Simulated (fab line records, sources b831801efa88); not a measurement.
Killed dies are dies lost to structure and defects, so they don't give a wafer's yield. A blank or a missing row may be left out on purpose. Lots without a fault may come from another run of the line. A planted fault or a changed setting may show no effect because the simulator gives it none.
Which tool did it? | flow sky130 | 12 lots, 36 wafers sampled, at 6 steps of a route of 708

WHAT THE GAUGES READ, wafer by wafer
SKY_SD_N_RS_MEAS_16: measures by four-point-probe. Usual: SD_N_RS 68.52 ohm/sq, standard deviation 0.13.
lot  | measured     | on            | SD_N_RS (ohm/sq)  | flag
L837 | day 28 01:57 | film_metro-02 | 68.71 68.66 68.78 |
L838 | day 28 03:58 | film_metro-04 | 68.63 68.51 68.56 |
L839 | day 28 22:19 | film_metro-04 | 68.38 68.32 68.61 |
L842 | day 29 13:22 | film_metro-04 | 68.59 68.53 68.63 |
L843 | day 31 02:15 | film_metro-01 | 68.35 68.43 68.43 |
L847 | day 31 09:26 | film_metro-02 | 68.52 68.73 68.67 |
L849 | day 31 23:35 | film_metro-04 | 68.38 68.65 68.46 |
L851 | day 32 15:55 | film_metro-01 | 68.66 68.50 68.54 |
L852 | day 32 18:41 | film_metro-01 | 68.57 68.69 68.60 |
L855 | day 34 01:31 | film_metro-01 | 68.42 68.59 68.50 |
L858 | day 34 16:54 | film_metro-04 | 68.27 68.36 68.39 |
L860 | day 35 06:52 | film_metro-01 | 68.45 68.58 68.50 |

SKY_SD_N_RS_MEAS_18: measures by four-point-probe. Usual: RES_XHIGH_RS 333.2 ohm/sq, standard deviation 1.4.
lot  | measured     | on            | RES_XHIGH_RS (ohm/sq) | flag
L837 | day 28 02:11 | film_metro-02 | 333.8 333.8 334.2     |
L838 | day 28 04:12 | film_metro-04 | 333.3 333.9 333.3     |
L839 | day 28 22:34 | film_metro-04 | 330.9 332.3 331.4     |
L842 | day 29 13:36 | film_metro-04 | 333.5 333.7 333.6     |
L843 | day 31 02:29 | film_metro-01 | 332.6 331.1 333.4     |
L847 | day 31 09:41 | film_metro-02 | 335.0 334.1 335.1     |
L849 | day 31 23:49 | film_metro-04 | 330.2 330.7 331.8     |
L851 | day 32 16:10 | film_metro-01 | 334.0 334.3 334.4     |
L852 | day 32 18:56 | film_metro-01 | 333.9 334.7 332.7     |
L855 | day 34 01:45 | film_metro-01 | 332.3 330.4 331.7     |
L858 | day 34 17:08 | film_metro-04 | 334.7 333.3 333.4     |
L860 | day 35 07:06 | film_metro-01 | 335.2 334.5 334.8     |

SKY_LOCAL_INTERCONNECT_RS_MEAS_01: measures by four-point-probe. Usual: LOCAL_INTERCONNECT_TIN_RS 14.13 ohm/sq, standard deviation 0.16.
lot  | measured     | on            | LOCAL_INTERCONNECT_TIN_RS (ohm/sq) | flag
L837 | day 29 08:16 | film_metro-04 | 14.16 14.08 14.11                  |
L838 | day 29 10:28 | film_metro-03 | 13.95 13.90 13.89                  |
L839 | day 30 04:34 | film_metro-03 | 13.84 14.03 13.98                  |
L842 | day 30 19:33 | film_metro-01 | 14.04 14.13 13.98                  |
L843 | day 32 07:45 | film_metro-04 | 13.79 14.02 13.92                  |
L847 | day 32 15:53 | film_metro-03 | 14.32 14.16 14.25                  |
L849 | day 33 05:17 | film_metro-01 | 13.91 13.87 14.04                  |
L851 | day 33 21:06 | film_metro-03 | 15.09 14.70 14.69                  | OFF
L852 | day 33 23:07 | film_metro-03 | 14.74 14.60 14.82                  | OFF
L855 | day 35 06:31 | film_metro-03 | 14.25 14.21 14.17                  |
L858 | day 35 21:19 | film_metro-03 | 14.18 13.98 14.22                  |
L860 | day 36 10:30 | film_metro-01 | 14.23 14.19 14.15                  |

SKY_LOCAL_INTERCONNECT_THK_MEAS_02: measures by xrf. Usual: LOCAL_INTERCONNECT_TIN_THK 100.0 nm, standard deviation 1.1.
lot  | measured     | on            | LOCAL_INTERCONNECT_TIN_THK (nm) | flag
L837 | day 29 08:23 | film_metro-04 | 99.3 99.9 99.5                  |
L838 | day 29 10:35 | film_metro-03 | 101.9 102.4 102.5               |
L839 | day 30 04:41 | film_metro-03 | 102.2 100.7 101.0               |
L842 | day 30 19:40 | film_metro-01 | 101.1 99.9 100.8                |
L843 | day 32 07:52 | film_metro-04 | 102.0 100.5 101.0               |
L847 | day 32 15:59 | film_metro-03 | 98.7 99.1 99.3                  |
L849 | day 33 05:24 | film_metro-01 | 101.5 101.8 100.4               |
L851 | day 33 21:13 | film_metro-03 | 94.7 96.7 97.3                  | OFF
L852 | day 33 23:14 | film_metro-03 | 96.6 97.7 95.8                  |
L855 | day 35 06:38 | film_metro-03 | 99.3 100.0 100.2                |
L858 | day 35 21:26 | film_metro-03 | 99.9 101.3 100.0                |
L860 | day 36 10:37 | film_metro-01 | 100.3 100.2 100.6               |

SKY_LOCAL_INTERCONNECT_OVL_MEAS_12. Usual: LOCAL_INTERCONNECT_OVL 1 nm, standard deviation 5.9.
lot  | measured     | on         | LOCAL_INTERCONNECT_OVL (nm) | flag
L837 | day 30 11:59 | overlay-01 | -8 -5 -6                    |
L838 | day 30 14:26 | overlay-01 | 7 2 4                       |
L839 | day 31 08:23 | overlay-01 | -3 -3 -2                    |
L842 | day 31 23:11 | overlay-01 | 5 -2 -2                     |
L843 | day 33 10:26 | overlay-02 | 11 5 6                      |
L847 | day 33 18:33 | overlay-01 | 6 7 3                       |
L849 | day 34 06:38 | overlay-02 | -9 -2 2                     |
L851 | day 34 23:51 | overlay-02 | -1 2 4                      |
L852 | day 35 01:56 | overlay-01 | -1 4 0                      |
L855 | day 36 07:50 | overlay-01 | -2 0 -1                     |
L858 | day 36 23:02 | overlay-01 | 0 -4 -6                     |
L860 | day 37 12:35 | overlay-02 | 5 7 -1                      |

WHICH TOOL RAN EACH LOT (tool, then ch and the chambers of the sampled wafers, then the start)
lot  | SKY_LOCAL_INTERCONNECT_SPUTTER_00
L837 | pvd_sputter-03, day 29 08:13
L838 | pvd_sputter-01, day 29 10:23
L839 | pvd_sputter-01, day 30 04:29
L842 | pvd_sputter-03, day 30 19:29
L843 | pvd_sputter-04, day 32 07:41
L847 | pvd_sputter-03, day 32 15:47
L849 | pvd_sputter-01, day 33 05:12
L851 | pvd_sputter-03, day 33 21:01
L852 | pvd_sputter-03, day 33 23:04
L855 | pvd_sputter-01, day 35 06:26
L858 | pvd_sputter-04, day 35 21:15
L860 | pvd_sputter-01, day 36 10:26
- SKY_LOCAL_INTERCONNECT_SPUTTER_00: material TiN, target thk 100 nm, time 83.3 s.

WHAT THE TOOLS THEMSELVES READ (means of the sampled wafers that have a number; where no wafer has one, the mark that the record gives instead)
SKY_LOCAL_INTERCONNECT_SPUTTER_00. Usual: throttle_valve_pct 30.0 %, standard deviation 1.2.
lot  | tool           | throttle_valve_pct (%) | flag
L837 | pvd_sputter-03 | 30.8                   |
L838 | pvd_sputter-01 | 30.5                   |
L839 | pvd_sputter-01 | 30.5                   |
L842 | pvd_sputter-03 | 29.9                   |
L843 | pvd_sputter-04 | 30.2                   |
L847 | pvd_sputter-03 | 29.4                   |
L849 | pvd_sputter-01 | 30.3                   |
L851 | pvd_sputter-03 | 30.7                   |
L852 | pvd_sputter-03 | 30.9                   |
L855 | pvd_sputter-01 | 30.2                   |
L858 | pvd_sputter-04 | 30.3                   |
L860 | pvd_sputter-01 | 30.5                   |

THE ANSWER, worked out from the rows above alone
Rule: a lot is off if the mean of its wafers that have a number lies more than 3 standard deviations from the usual mean. A lot without any number at a reading at which 4 lots or more have one is off too. The other lots that the step has rows for count as sound. The gauges are gone through in route order, then the tools' own readings, and for those a lot's mean is taken as printed above. The first step at which some lot is off is used, and at that step the reading that is off furthest; a lot without a number counts as furthest.
Off: L851, L852, at SKY_LOCAL_INTERCONNECT_RS_MEAS_01 (LOCAL_INTERCONNECT_TIN_RS).
A tool fits if, at a process step before that reading, it ran every lot that is off, and no sound lot after the first of them. The gauges at SKY_LOCAL_INTERCONNECT_RS_MEAS_01 are tried like those tools. One fits: pvd_sputter-03 at SKY_LOCAL_INTERCONNECT_SPUTTER_00. Its last sound lot is L847 (day 32 15:47), its first lot that is off L851 (day 33 21:01): a fault that began between those two fits.

WHAT THE SIMULATOR HAD PUT IN
Process parameter drift: pvd_sputter-03, from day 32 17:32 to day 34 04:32, at SKY_LOCAL_INTERCONNECT_SPUTTER_00. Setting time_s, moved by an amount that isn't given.
Lots struck among those shown: L851, L852. The rule above found the same.
